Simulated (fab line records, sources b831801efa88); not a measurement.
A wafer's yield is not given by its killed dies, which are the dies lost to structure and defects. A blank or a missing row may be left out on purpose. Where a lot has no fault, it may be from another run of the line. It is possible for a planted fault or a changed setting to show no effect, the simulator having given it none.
A lot that was struck, set against a sound lot | flow gf180mcu | 14 out of 602 route steps
Sound: these wafers, L746.2, L746.4, L746.5. Wafers struck: L759.2, L759.4, L759.5. The cause comes at the end.
Each step with rows lists, per side, the tool, then ch with its chambers, then its first start. Under that, the readings that differ: sound wafers | struck wafers | difference of the means | sigmas: that difference in standard deviations of wafers without a fault.
alike: same words and numbers on both sides, and readings whose means sit less than 2 such deviations apart. not compared: any withheld reading, any reading some wafer has no value for, any bound like >300 that may hide the same value, and any number with overlapping values for which the record gives no deviation.
A row with sigmas, a row that says differs or no value, or rows on one side alone: a step with any of these is where the two part. Numbers that don't overlap but have no deviation are shown without sigmas and don't part them. Lack of a reading on every wafer of one side parts them only where that side has two or more wafers.

first, 2 steps without rows for these wafers: GF_NWELL_PEB_05; GF_NWELL_DEVELOP_06 (develop time 60 s).
GF_NWELL_OVL_MEAS_07:
  sound on overlay-02, day 3 11:50; struck on overlay-01, day 6 12:09
  alike: NWELL_OVL
then, 2 steps without rows for these wafers: GF_NWELL_IMPLANT_08; GF_NWELL_IMPLANT_09.
GF_NWELL_STRIP_10: strips in O2/N2.
  sound on plasma_asher-02 ch 0,1, day 3 12:10; struck on plasma_asher-01 ch 0,1, day 6 12:29
  alike: drypump_motor_current_A, heater_power_w, oes_product_au, strip_time_to_endpoint_s
  not compared: rf_hours_counter_h
GF_NWELL_TW_MEAS_11:
  sound on film_metro-04, day 3 12:17; struck on film_metro-03, day 6 12:35
  reading  | sound          | struck         | difference | sigmas
  NWELL_TW | 1554 1559 1551 | 1608 1605 1609 | +53        | +3
then, 5 steps without rows for these wafers: GF_LVPWELL_DEHYDRATE_00 (time 60 s); GF_LVPWELL_HMDS_01 (prime time 60 s); GF_LVPWELL_COAT_02 (resist thk 3000 nm); GF_LVPWELL_SOFTBAKE_03; GF_LVPWELL_EXPOSE_04 (exposes mask LVPWELL, target cd 600 nm).
GF_LVPWELL_PEB_05:
  sound on litho_track-01 ch 0, day 4 00:00; struck on litho_track-03, day 7 03:00
  no value came back on the struck wafers for chill_plate_temp_C (C), exhaust_pa (Pa); on the sound wafers chill_plate_temp_C (C) reads 23.15 23.04 23.00
then, 1 step without rows for these wafers: GF_LVPWELL_DEVELOP_06 (develop time 60 s).

## WHERE THEY PART
First at GF_NWELL_TW_MEAS_11; last, within this record, at GF_LVPWELL_PEB_05.

WHY: the cause the simulator had injected
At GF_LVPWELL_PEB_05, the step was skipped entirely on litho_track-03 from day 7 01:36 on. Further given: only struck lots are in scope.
